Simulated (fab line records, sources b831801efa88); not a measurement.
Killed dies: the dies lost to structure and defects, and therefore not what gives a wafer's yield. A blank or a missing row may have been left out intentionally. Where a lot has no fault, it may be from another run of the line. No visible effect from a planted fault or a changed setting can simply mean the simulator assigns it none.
Chamber matching -- flow gf180mcu -- 3 sister chambers for GF_V3_CVD_02 on pecvd-01
The step deposits SiO2 from TEOS, target thk 850 nm, time 94.851 s. 3 wafers are shown with their chamber, then 7 later ones without.

== EACH WAFER AND ITS CHAMBER ==
wafer,chamber,heaterPowerW (W)
L295.2,0,625
L297.2,2,735
L297.3,1,537

== WAFERS MISSING THEIR CHAMBER ==
wafer,heaterPowerW (W)
L297.6,776
L298.3,753
L298.5,678
L298.6,604
L301.3,654
L301.4,691
L301.5,620

== THE CHAMBER EACH PASSED THROUGH ==
wafer,from the rows above,in truth
L297.6,2,2
L298.3,2,2
L298.5,can't be placed: 0 or 2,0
L298.6,can't be placed: 0 or 1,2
L301.3,can't be placed: 0 or 2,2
L301.4,can't be placed: 2 or 0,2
L301.5,0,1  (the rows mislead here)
Correct placement for 2 of the 7. Unplaceable from these rows: 4, with the true chamber sitting among the candidates in 3. Wrongly placed: 1.
How it was worked out, from the rows above alone: a wafer's distance from a chamber is the root of the sum, over the readings, of the square of ((its reading less the chamber's mean) divided by the reading's scatter). The wafer belongs to the nearest chamber; if the next one is less than 2 further off, it can't be placed. A chamber's mean is the mean of its shown wafers. The scatter: root of mean squared gap, hidden wafer to nearest shown wafer, with one shown wafer a chamber.
